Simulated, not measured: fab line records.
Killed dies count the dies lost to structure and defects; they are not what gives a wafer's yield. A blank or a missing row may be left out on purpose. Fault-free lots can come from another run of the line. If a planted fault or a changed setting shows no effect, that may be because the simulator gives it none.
The tool behind it: which one? / flow gf180mcu / Sampling: 13 lots, 39 wafers, 6 of 602 route steps

WHAT EACH GAUGE READ, for each wafer
GF_VT_IMPLANT_OVL_MEAS_07. Usual: VT_IMPLANT_OVL gives -0.7 nm (standard deviation 1.5).
lot=L481; measured=day 5 13:54; on=overlay-02; VT_IMPLANT_OVL (nm)=-3.8 -2.5 -2.8; flag=
lot=L482; measured=day 6 00:02; on=overlay-02; VT_IMPLANT_OVL (nm)=-2.3 -2.3 -1.0; flag=
lot=L483; measured=day 6 07:43; on=overlay-02; VT_IMPLANT_OVL (nm)=0.7 -0.1 -0.6; flag=
lot=L485; measured=day 6 17:50; on=overlay-02; VT_IMPLANT_OVL (nm)=1.2 2.3 0.5; flag=
lot=L487; measured=day 7 03:29; on=overlay-02; VT_IMPLANT_OVL (nm)=2.1 1.7 1.5; flag=
lot=L488; measured=day 7 11:58; on=overlay-02; VT_IMPLANT_OVL (nm)=0.3 -1.3 -0.5; flag=
lot=L489; measured=day 7 17:45; on=overlay-02; VT_IMPLANT_OVL (nm)=-0.9 -0.4 1.0; flag=
lot=L491; measured=day 8 07:02; on=overlay-01; VT_IMPLANT_OVL (nm)=- - -; flag=OFF
lot=L492; measured=day 8 11:09; on=overlay-01; VT_IMPLANT_OVL (nm)=-2.0 0.5 -0.5; flag=
lot=L500; measured=day 10 10:09; on=overlay-02; VT_IMPLANT_OVL (nm)=-2.0 -2.7 -1.5; flag=
lot=L501; measured=day 10 15:07; on=overlay-02; VT_IMPLANT_OVL (nm)=-2.0 -2.7 -2.5; flag=
lot=L502; measured=day 10 22:41; on=overlay-01; VT_IMPLANT_OVL (nm)=-0.3 -0.2 -1.5; flag=
lot=L504; measured=day 11 12:08; on=overlay-02; VT_IMPLANT_OVL (nm)=0.4 -0.9 0.6; flag=

GF_VT_IMPLANT_TW_MEAS_10. Usual: VT_IMPLANT_TW gives 556 (standard deviation 7.1).
lot=L481; measured=day 5 14:11; on=film-metro-01; VT_IMPLANT_TW=567 568 568; flag=
lot=L482; measured=day 6 00:20; on=film-metro-03; VT_IMPLANT_TW=554 556 557; flag=
lot=L483; measured=day 6 08:00; on=film-metro-01; VT_IMPLANT_TW=571 570 570; flag=
lot=L485; measured=day 6 18:08; on=film-metro-01; VT_IMPLANT_TW=570 567 568; flag=
lot=L487; measured=day 7 03:47; on=film-metro-01; VT_IMPLANT_TW=565 565 564; flag=
lot=L488; measured=day 7 12:15; on=film-metro-01; VT_IMPLANT_TW=565 563 566; flag=
lot=L489; measured=day 7 18:03; on=film-metro-02; VT_IMPLANT_TW=551 552 552; flag=
lot=L491; measured=day 8 07:19; on=film-metro-03; VT_IMPLANT_TW=30 30 30; flag=OFF
lot=L492; measured=day 8 11:26; on=film-metro-02; VT_IMPLANT_TW=551 554 549; flag=
lot=L500; measured=day 10 10:26; on=film-metro-01; VT_IMPLANT_TW=566 565 565; flag=
lot=L501; measured=day 10 15:25; on=film-metro-03; VT_IMPLANT_TW=560 556 554; flag=
lot=L502; measured=day 10 22:58; on=film-metro-02; VT_IMPLANT_TW=548 547 551; flag=
lot=L504; measured=day 11 12:25; on=film-metro-02; VT_IMPLANT_TW=545 550 546; flag=

GF_HV_LDD_CD_MEAS_31 targets a cd of 400 nm. Usual: cd-nm at 395.0 nm, with a standard deviation of 2.2.
lot=L481; measured=day 11 11:12; on=cd-sem-02; cd-nm (nm)=395.9 395.4 392.7; flag=
lot=L482; measured=day 12 01:17; on=cd-sem-02; cd-nm (nm)=393.9 392.0 394.0; flag=
lot=L483; measured=day 12 17:05; on=cd-sem-01; cd-nm (nm)=397.1 392.9 392.9; flag=
lot=L485; measured=day 13 06:31; on=cd-sem-01; cd-nm (nm)=394.4 398.0 394.6; flag=
lot=L487; measured=day 13 19:07; on=cd-sem-02; cd-nm (nm)=388.4 393.1 393.0; flag=
lot=L488; measured=day 14 04:40; on=cd-sem-02; cd-nm (nm)=392.3 393.0 390.6; flag=
lot=L489; measured=day 14 08:55; on=cd-sem-01; cd-nm (nm)=396.5 397.9 396.8; flag=
lot=L492; measured=day 15 03:18; on=cd-sem-01; cd-nm (nm)=394.4 392.4 392.9; flag=
lot=L500; measured=day 17 12:21; on=cd-sem-02; cd-nm (nm)=395.7 397.7 394.7; flag=
lot=L501; measured=day 17 18:17; on=cd-sem-01; cd-nm (nm)=394.4 394.7 393.8; flag=
lot=L502; measured=day 18 08:05; on=cd-sem-02; cd-nm (nm)=393.8 394.1 396.6; flag=
lot=L504; measured=day 19 02:10; on=cd-sem-01; cd-nm (nm)=396.2 395.6 398.1; flag=

GF_CONTACT_OVL_MEAS_15. Usual: CONTACT_OVL gives -2 nm (standard deviation 5.7).
lot=L481; measured=day 16 01:17; on=overlay-02; CONTACT_OVL (nm)=-2 -14 -7; flag=
lot=L482; measured=day 16 18:11; on=overlay-01; CONTACT_OVL (nm)=-7 -7 -9; flag=
lot=L483; measured=day 17 10:24; on=overlay-01; CONTACT_OVL (nm)=0 0 -2; flag=
lot=L485; measured=day 18 03:38; on=overlay-01; CONTACT_OVL (nm)=-1 -1 -4; flag=
lot=L487; measured=day 18 17:38; on=overlay-01; CONTACT_OVL (nm)=-2 -6 -5; flag=
lot=L488; measured=day 19 05:12; on=overlay-01; CONTACT_OVL (nm)=4 5 -1; flag=
lot=L489; measured=day 19 08:24; on=overlay-01; CONTACT_OVL (nm)=7 -1 0; flag=
lot=L492; measured=day 20 06:50; on=overlay-01; CONTACT_OVL (nm)=1 -2 1; flag=
lot=L500; measured=day 22 17:03; on=overlay-01; CONTACT_OVL (nm)=-11 -6 -9; flag=
lot=L501; measured=day 22 22:57; on=overlay-02; CONTACT_OVL (nm)=-6 -3 -15; flag=
lot=L502; measured=day 23 12:17; on=overlay-01; CONTACT_OVL (nm)=-7 -3 -9; flag=
lot=L504; measured=day 24 07:52; on=overlay-01; CONTACT_OVL (nm)=-1 -1 -6; flag=

EACH LOT AND THE TOOL THAT RAN IT (in order: tool; ch and the chambers of the sampled wafers; start)
lot=L481; GF_VT_IMPLANT_EXPOSE_04=iline-stepper-01 ch 0, day 5 07:08; GF_SALICIDE_SPUTTER_03=pvd-sputter-03, day 15 02:08
lot=L482; GF_VT_IMPLANT_EXPOSE_04=iline-stepper-01 ch 0, day 5 16:25; GF_SALICIDE_SPUTTER_03=pvd-sputter-02, day 15 18:18
lot=L483; GF_VT_IMPLANT_EXPOSE_04=iline-stepper-02 ch 0, day 6 00:37; GF_SALICIDE_SPUTTER_03=pvd-sputter-02, day 16 10:31
lot=L485; GF_VT_IMPLANT_EXPOSE_04=iline-stepper-01 ch 0, day 6 10:23; GF_SALICIDE_SPUTTER_03=pvd-sputter-01, day 17 03:01
lot=L487; GF_VT_IMPLANT_EXPOSE_04=iline-stepper-01 ch 0, day 6 19:55; GF_SALICIDE_SPUTTER_03=pvd-sputter-03, day 17 16:34
lot=L488; GF_VT_IMPLANT_EXPOSE_04=iline-stepper-02 ch 0, day 7 04:26; GF_SALICIDE_SPUTTER_03=pvd-sputter-02, day 18 03:41
lot=L489; GF_VT_IMPLANT_EXPOSE_04=iline-stepper-01 ch 0, day 7 10:27; GF_SALICIDE_SPUTTER_03=pvd-sputter-01, day 18 07:47
lot=L491; GF_VT_IMPLANT_EXPOSE_04=iline-stepper-01 ch 0, day 7 22:41; GF_SALICIDE_SPUTTER_03=-
lot=L492; GF_VT_IMPLANT_EXPOSE_04=iline-stepper-02 ch 0, day 8 03:47; GF_SALICIDE_SPUTTER_03=pvd-sputter-01, day 19 05:13
lot=L500; GF_VT_IMPLANT_EXPOSE_04=iline-stepper-01 ch 0, day 10 01:16; GF_SALICIDE_SPUTTER_03=pvd-sputter-01, day 21 16:39
lot=L501; GF_VT_IMPLANT_EXPOSE_04=iline-stepper-02 ch 0, day 10 06:35; GF_SALICIDE_SPUTTER_03=pvd-sputter-02, day 21 23:13
lot=L502; GF_VT_IMPLANT_EXPOSE_04=iline-stepper-01 ch 0, day 10 14:50; GF_SALICIDE_SPUTTER_03=pvd-sputter-02, day 22 12:11
lot=L504; GF_VT_IMPLANT_EXPOSE_04=iline-stepper-02 ch 0, day 11 03:26; GF_SALICIDE_SPUTTER_03=pvd-sputter-03, day 23 07:35
- GF_VT_IMPLANT_EXPOSE_04: exposes mask LVPWELL LV AREA, target cd 600 nm.
- GF_SALICIDE_SPUTTER_03: material TiN, target thk 20 nm, time 16.7 s.

AS READ BY THE TOOLS THEMSELVES (means over the sampled wafers that have a number; for cases with no such wafer, the mark the record gives instead)
GF_SALICIDE_SPUTTER_03. Usual: throttle-valve-pct at 30.2 %, with a standard deviation of 1.3.
lot=L481; tool=pvd-sputter-03; throttle-valve-pct (%)=30.9; flag=
lot=L482; tool=pvd-sputter-02; throttle-valve-pct (%)=30.8; flag=
lot=L483; tool=pvd-sputter-02; throttle-valve-pct (%)=30.9; flag=
lot=L485; tool=pvd-sputter-01; throttle-valve-pct (%)=29.8; flag=
lot=L487; tool=pvd-sputter-03; throttle-valve-pct (%)=30.3; flag=
lot=L488; tool=pvd-sputter-02; throttle-valve-pct (%)=30.3; flag=
lot=L489; tool=pvd-sputter-01; throttle-valve-pct (%)=29.2; flag=
lot=L492; tool=pvd-sputter-01; throttle-valve-pct (%)=29.9; flag=
lot=L500; tool=pvd-sputter-01; throttle-valve-pct (%)=29.3; flag=
lot=L501; tool=pvd-sputter-02; throttle-valve-pct (%)=30.4; flag=
lot=L502; tool=pvd-sputter-02; throttle-valve-pct (%)=30.4; flag=
lot=L504; tool=pvd-sputter-03; throttle-valve-pct (%)=29.5; flag=

THE ANSWER, worked out from the rows above alone
Rule: a lot counts as off when the mean over its wafers that have a number is more than 3 standard deviations away from the usual mean. Also off: a lot with no number at a reading for which 4 or more lots have one. All remaining lots with rows at the step are treated as sound. After the gauges, taken in route order, come the tools' own readings; for these a lot's mean is taken, as printed above. The first step at which some lot is off is used, and at that step the reading that is off furthest; a lot without a number counts as furthest.
Off: L491, seen at GF_VT_IMPLANT_OVL_MEAS_07 (VT_IMPLANT_OVL). Without a number there: L491.
If a tool, at a process step before that reading, ran all the lots that are off and no sound lot after the first of them, it fits. Not tried: the gauges at GF_VT_IMPLANT_OVL_MEAS_07; whatever is off there is also off at GF_VT_IMPLANT_TW_MEAS_10, on other tools, and gauge error can't account for it. Not one of the candidates tried fits.

WHAT THE SIMULATOR HAD INSERTED
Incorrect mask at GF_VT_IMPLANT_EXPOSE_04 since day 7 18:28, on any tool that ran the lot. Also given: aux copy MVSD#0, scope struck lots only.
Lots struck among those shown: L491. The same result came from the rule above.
